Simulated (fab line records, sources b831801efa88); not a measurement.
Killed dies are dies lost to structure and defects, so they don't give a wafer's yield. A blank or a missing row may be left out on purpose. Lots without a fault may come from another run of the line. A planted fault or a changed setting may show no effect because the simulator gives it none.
One fault seen from 2 desks | flow gf180mcu | each desk has only its own numbers; what lay behind them comes last

THE METROLOGY DESK
What the gauges read, lot by lot, whatever tool the lot ran on: means of the sampled wafers that have a number. A lot is out of limits, marked OUT, if its mean lies more than 4 standard deviations from the usual mean; the brackets give that distance.
Columns: A = cd_nm at GF_PSD_CD_MEAS_07, usual 400.1 nm; B = CONTACT_OVL at GF_CONTACT_OVL_MEAS_15, usual -1 nm
lot  | first seen here | A     | B
L627 | day 14 02:43    | 399.4 | 1
L628 | day 14 09:45    | 400.1 | -5
L630 | day 15 11:14    | 401.6 | 1
L631 | day 15 19:53    | 399.8 | -6
L633 | day 16 09:29    | 401.2 | 3
L634 | day 16 17:45    | 400.4 | 3
L637 | day 17 21:49    | 393.6 | -5
L638 | day 18 10:38    | 396.0 | -3
L642 | day 19 14:47    | 399.7 | -9
L647 | day 21 10:25    | 397.7 | 3
L648 | day 21 19:23    | 399.0 | 7
L649 | day 22 00:10    | 400.0 | 0
L650 | day 22 04:59    | 400.8 | -3
This desk's finding: nothing out of limits on any of the 13 lots.

THE TOOL OWNER'S DESK: litho_track-04
The tool's own readings at GF_PSD_DEVELOP_06 (develop time 60 s): means of the sampled wafers that have a number, for each lot that ran on this tool. A lot is out of limits, marked OUT, if its mean lies more than 4 standard deviations from the usual mean; the brackets give that distance.
Columns: A = chill_plate_temp_C at GF_PSD_DEVELOP_06, usual 22.98 C; B = developer_temp_C at GF_PSD_DEVELOP_06, usual 22.99 C
lot  | first seen here | A     | B
L630 | day 15 11:05    | 23.03 | 23.09
L631 | day 15 19:44    | 22.96 | 22.89
L634 | day 16 17:36    | 23.03 | 23.01
L637 | day 17 21:41    | 22.96 | 25.28 (+19) OUT
L638 | day 18 10:29    | 22.88 | 25.12 (+18) OUT
L648 | day 21 19:15    | 22.87 | 22.94
L650 | day 22 04:51    | 22.83 | 22.90
This desk's finding: out of limits on L637, L638; first on L637, day 17 21:41 (developer_temp_C at GF_PSD_DEVELOP_06). In limits: L630, L631, L634, L648, L650.

PUT TOGETHER
The tool owner's desk could have raised an alarm at day 17 21:41, on L637, L638.
The metrology desk saw nothing out of limits.
The metrology desk has L637, L638 on record, within its limits.
Of the lots named, all ran GF_PSD_DEVELOP_06 on litho_track-04.

WHAT THE SIMULATOR HAD PUT IN
Process parameter drift: litho_track-04, from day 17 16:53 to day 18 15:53, at GF_PSD_DEVELOP_06. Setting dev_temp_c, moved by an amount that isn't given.
Lots struck among those shown: L637, L638.
Hours from the fault's start to each desk's first reading out of limits: the tool owner's desk, 5.
